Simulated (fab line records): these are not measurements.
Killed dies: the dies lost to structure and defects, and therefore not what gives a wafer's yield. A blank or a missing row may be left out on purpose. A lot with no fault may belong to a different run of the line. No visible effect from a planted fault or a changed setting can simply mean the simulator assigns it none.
Check of tool commonality | flow sky130 | 42 wafers sampled across 12 lots

WHY THIS WAS OPENED
2 of 12 lots carry a flag on the reading NWELL_RS at SKY_NWELL_RS_MEAS_29. Fault-free wafers read 625.2 ohm/sq, with a standard deviation of 1.4.
Rule: flag the lot when none of its wafers has a number, or when each of its wafers that has one lies beyond 4 standard deviations from that mean. The rest of the lots are taken to be sound.

lot  | measured     | on            | NWELL_RS (ohm/sq), wafer by wafer   | flag
L500 | day 5 21:45  | film_metro-01 | 626.3 624.8 624.6                   |
L501 | day 6 01:20  | film_metro-04 | 624.9 624.1 623.7                   |
L502 | day 6 11:17  | film_metro-03 | 625.8 625.1 626.6                   |
L503 | day 6 19:04  | film_metro-01 | 624.7 625.2 626.6                   |
L509 | day 8 01:12  | film_metro-04 | 622.9 623.9 623.2                   |
L511 | day 8 14:33  | film_metro-04 | 639.2 639.0 637.6 640.8 637.2 638.7 | FLAGGED
L512 | day 8 18:48  | film_metro-03 | 638.9 639.8 640.4 638.9 642.2 641.8 | FLAGGED
L513 | day 8 22:05  | film_metro-01 | 621.5 622.9 624.6                   |
L515 | day 10 08:59 | film_metro-03 | 625.1 623.5 625.6                   |
L516 | day 10 16:57 | film_metro-01 | 625.8 624.4 625.8                   |
L518 | day 10 21:44 | film_metro-01 | 623.5 624.1 624.9                   |
L521 | day 11 09:43 | film_metro-03 | 628.0 625.9 626.5                   |
Average over the flagged lots: 639.5 ohm/sq; offset from the usual +14.3 ohm/sq, equal to +10 standard deviations.

EACH LOT AND THE TOOL IT RAN ON
Before the reading, the record contains 2 process steps out of a 708-step route. Each cell gives the tool, then ch followed by the chambers the sampled wafers passed through, then the start.
lot  | flag    | SKY_FIELD_ISO_CMP_27         | SKY_NWELL_IMPLANT_13
L500 |         | cmp-01 ch 0,2,3, day 2 22:16 | implanter-03 ch 0, day 5 03:23
L501 |         | cmp-02 ch 1,2, day 3 01:05   | implanter-04 ch 0, day 5 06:27
L502 |         | cmp-02 ch 0,3, day 3 08:49   | implanter-02 ch 0, day 5 17:15
L503 |         | cmp-01 ch 0,1, day 3 14:25   | implanter-04 ch 0, day 5 23:58
L509 |         | cmp-01 ch 1,2,3, day 4 18:29 | implanter-03 ch 0, day 7 05:21
L511 | FLAGGED | cmp-02 ch 1,2,3, day 5 05:44 | implanter-04 ch 0, day 7 17:39
L512 | FLAGGED | cmp-02 ch 0,1,3, day 5 11:19 | implanter-04 ch 0, day 7 21:33
L513 |         | cmp-01 ch 0,2,3, day 5 15:27 | implanter-03 ch 0, day 8 00:36
L515 |         | cmp-01 ch 0,1, day 6 11:11   | implanter-03 ch 0, day 9 10:00
L516 |         | cmp-02 ch 0,1,3, day 6 23:29 | implanter-02 ch 0, day 9 18:02
L518 |         | cmp-02 ch 1,3, day 7 02:53   | implanter-03 ch 0, day 9 21:44
L521 |         | cmp-02 ch 0,2,3, day 7 14:44 | implanter-03 ch 0, day 10 09:42
What the steps here do:
- SKY_FIELD_ISO_CMP_27: polishes, stops on Si3N4, t overpolish 16 s, target thk 457.8 nm.
- SKY_NWELL_IMPLANT_13
- SKY_NWELL_RS_MEAS_29: measures by four-point-probe.

FLAGGED OVER TOTAL, TOOL BY TOOL (the gauges that took the reading come last)
step                 | tool          | lots run | flagged | share of the flagged lots | sound lots run after its first flagged lot
SKY_FIELD_ISO_CMP_27 | cmp-01        | 5        | 0       | none                      | -
SKY_FIELD_ISO_CMP_27 | cmp-02        | 7        | 2       | all                       | 3 (L516,L518,L521)
SKY_NWELL_IMPLANT_13 | implanter-02  | 2        | 0       | none                      | -
SKY_NWELL_IMPLANT_13 | implanter-03  | 6        | 0       | none                      | -
SKY_NWELL_IMPLANT_13 | implanter-04  | 4        | 2       | all                       | 0
SKY_NWELL_RS_MEAS_29 | film_metro-01 | 5        | 0       | none                      | -
SKY_NWELL_RS_MEAS_29 | film_metro-03 | 4        | 1       | some                      | 2 (L515,L521)
SKY_NWELL_RS_MEAS_29 | film_metro-04 | 3        | 1       | some                      | 0

THE TABLE: WHAT IT ALLOWS
cmp-02 at SKY_FIELD_ISO_CMP_27 and implanter-04 at SKY_NWELL_IMPLANT_13 are the 2 rows of the table that ran each flagged lot.
- cmp-02 at SKY_FIELD_ISO_CMP_27 ran 7 lots, 2 of them flagged. After the first flagged lot (L516, L518, L521), sound lots still ran on it; a lasting fault on the whole tool would not permit that.
- implanter-04 at SKY_NWELL_IMPLANT_13 ran 4 lots, 2 of them flagged. Its last sound lot is L503 (day 5 23:58), its first flagged lot L511 (day 7 17:39): a fault that began between those two fits. Its own readings (dose_ions_cm2, faraday_current_uA) fall more than 4 standard deviations out on all wafers of the flagged lots.
Left over: one tool, implanter-04 at SKY_NWELL_IMPLANT_13.

WHAT THE SIMULATOR HAD PUT IN
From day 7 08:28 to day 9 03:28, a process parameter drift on implanter-04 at SKY_NWELL_IMPLANT_13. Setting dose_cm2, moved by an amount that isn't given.
Shown lots that were struck: L511, L512. The rule above reached the same finding.
